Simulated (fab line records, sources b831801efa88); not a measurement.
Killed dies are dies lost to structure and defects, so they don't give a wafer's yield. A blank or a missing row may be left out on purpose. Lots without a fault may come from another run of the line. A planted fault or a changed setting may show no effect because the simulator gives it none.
One fault seen from 2 desks | flow gf180mcu | each desk has only its own numbers; what lay behind them comes last

THE TOOL OWNER'S DESK: pecvd-03
The tool's own readings at GF_PASSIVATION_CVD_00 (deposits SiO2 from TEOS, target thk 1000 nm, time 111.95 s): means of the sampled wafers that have a number, for each lot that ran on this tool. A lot is out of limits, marked OUT, if its mean lies more than 4 standard deviations from the usual mean; the brackets give that distance.
Columns: A = heater_power_w at GF_PASSIVATION_CVD_00, usual 582 W; B = susceptor_temp_C at GF_PASSIVATION_CVD_00, usual 399.99 C
lot  | first seen here | A   | B
L684 | day 29 10:04    | 625 | 399.63
L685 | day 29 10:59    | 644 | 400.03
L688 | day 30 00:55    | 648 | 400.01
L696 | day 32 01:54    | 611 | 399.92
L697 | day 32 11:39    | 605 | 399.81
L700 | day 33 04:06    | 618 | 400.04
This desk's finding: nothing out of limits on any of the 6 lots.

THE METROLOGY DESK
What the gauges read, lot by lot, whatever tool the lot ran on: means of the sampled wafers that have a number. A lot is out of limits, marked OUT, if its mean lies more than 4 standard deviations from the usual mean; the brackets give that distance.
Columns: A = PASSIVATION_CVD_00_THK at GF_PASSIVATION_THK_MEAS_01, usual 993 nm
lot  | first seen here | A
L683 | day 29 06:10    | 991
L684 | day 29 10:09    | 1000
L685 | day 29 11:04    | 997
L686 | day 29 13:50    | 995
L688 | day 30 00:59    | 1003
L689 | day 30 22:07    | 997
L696 | day 32 01:58    | 986
L697 | day 32 11:45    | 993
L700 | day 33 04:11    | 941
L705 | day 34 02:19    | 997
This desk's finding: nothing out of limits on any of the 10 lots.

PUT TOGETHER
The tool owner's desk saw nothing out of limits.
The metrology desk saw nothing out of limits.

WHAT THE SIMULATOR HAD PUT IN
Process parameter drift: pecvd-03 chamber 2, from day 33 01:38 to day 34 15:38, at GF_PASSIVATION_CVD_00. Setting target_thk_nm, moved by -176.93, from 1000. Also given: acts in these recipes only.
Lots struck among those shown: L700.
